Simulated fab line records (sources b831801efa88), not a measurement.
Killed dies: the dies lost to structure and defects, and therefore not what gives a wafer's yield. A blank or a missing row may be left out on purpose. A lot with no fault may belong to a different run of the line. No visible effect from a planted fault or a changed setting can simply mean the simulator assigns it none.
Chamber matching || flow sky130 || cmp-02 running SKY_VIA4_CMP_21: 4 sister chambers
The step polishes, stops on SiO2, t overpolish 25 s, target thk 0 nm. 8 wafers are shown with their chamber, then 12 later ones without.

## EACH WAFER AND ITS CHAMBER
{"wafer": "L084.1", "chamber": 1, "motor current A (A)": 10.1, "time to endpoint s (s)": 138}
{"wafer": "L087.5", "chamber": 1, "motor current A (A)": 10.9, "time to endpoint s (s)": 130}
{"wafer": "L088.1", "chamber": 2, "motor current A (A)": 11.8, "time to endpoint s (s)": 115}
{"wafer": "L088.5", "chamber": 3, "motor current A (A)": 11.4, "time to endpoint s (s)": 119}
{"wafer": "L088.6", "chamber": 0, "motor current A (A)": 10.7, "time to endpoint s (s)": 125}
{"wafer": "L093.1", "chamber": 0, "motor current A (A)": 10.9, "time to endpoint s (s)": 124}
{"wafer": "L093.5", "chamber": 2, "motor current A (A)": 11.9, "time to endpoint s (s)": 121}
{"wafer": "L093.6", "chamber": 3, "motor current A (A)": 11.2, "time to endpoint s (s)": 119}

## WAFERS WITH NO CHAMBER GIVEN
{"wafer": "L094.1", "motor current A (A)": 11.6, "time to endpoint s (s)": 118}
{"wafer": "L094.2", "motor current A (A)": 11.4, "time to endpoint s (s)": 126}
{"wafer": "L094.6", "motor current A (A)": 11.6, "time to endpoint s (s)": 125}
{"wafer": "L095.1", "motor current A (A)": 11.7, "time to endpoint s (s)": 120}
{"wafer": "L095.2", "motor current A (A)": 10.6, "time to endpoint s (s)": 120}
{"wafer": "L095.4", "motor current A (A)": 12.1, "time to endpoint s (s)": 115}
{"wafer": "L097.1", "motor current A (A)": 10.6, "time to endpoint s (s)": 118}
{"wafer": "L097.2", "motor current A (A)": 10.9, "time to endpoint s (s)": 117}
{"wafer": "L097.3", "motor current A (A)": 11.7, "time to endpoint s (s)": 113}
{"wafer": "L097.4", "motor current A (A)": 10.2, "time to endpoint s (s)": 119}
{"wafer": "L097.5", "motor current A (A)": 11.0, "time to endpoint s (s)": 119}
{"wafer": "L097.6", "motor current A (A)": 10.8, "time to endpoint s (s)": 118}

## WHICH CHAMBER EACH ONE RAN IN
{"wafer": "L094.1", "from the rows above": "can't be placed: 2 or 3", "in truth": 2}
{"wafer": "L094.2", "from the rows above": "can't be placed: 3 or 0 or 2 or 1", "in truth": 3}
{"wafer": "L094.6", "from the rows above": "can't be placed: 3 or 2 or 0", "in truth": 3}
{"wafer": "L095.1", "from the rows above": "can't be placed: 2 or 3", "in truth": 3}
{"wafer": "L095.2", "from the rows above": "can't be placed: 0 or 3", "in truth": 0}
{"wafer": "L095.4", "from the rows above": "can't be placed: 2 or 3", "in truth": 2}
{"wafer": "L097.1", "from the rows above": "can't be placed: 0 or 3", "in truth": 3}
{"wafer": "L097.2", "from the rows above": "can't be placed: 3 or 0 or 2", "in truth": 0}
{"wafer": "L097.3", "from the rows above": "can't be placed: 2 or 3", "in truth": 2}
{"wafer": "L097.4", "from the rows above": "can't be placed: 0 or 3 or 1", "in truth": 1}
{"wafer": "L097.5", "from the rows above": "can't be placed: 3 or 0 or 2", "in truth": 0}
{"wafer": "L097.6", "from the rows above": "can't be placed: 3 or 0 or 2", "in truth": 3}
0 of 12 placed correctly. These rows do not allow placing 12 (true chamber among the candidates in 12). 0 placed wrongly.
How it was worked out, from the rows above alone: a wafer's distance from a chamber is the root of the sum, over the readings, of the square of ((its reading less the chamber's mean) divided by the reading's scatter). If the next closest chamber is less than 2 further off than the closest, the wafer can't be placed; otherwise it belongs to the closest. The mean given for a chamber averages the wafers shown for that chamber. The scatter is the square root of a quotient: the sum, over the shown wafers, of each reading's squared deviation from its chamber's mean, divided by wafers minus chambers.
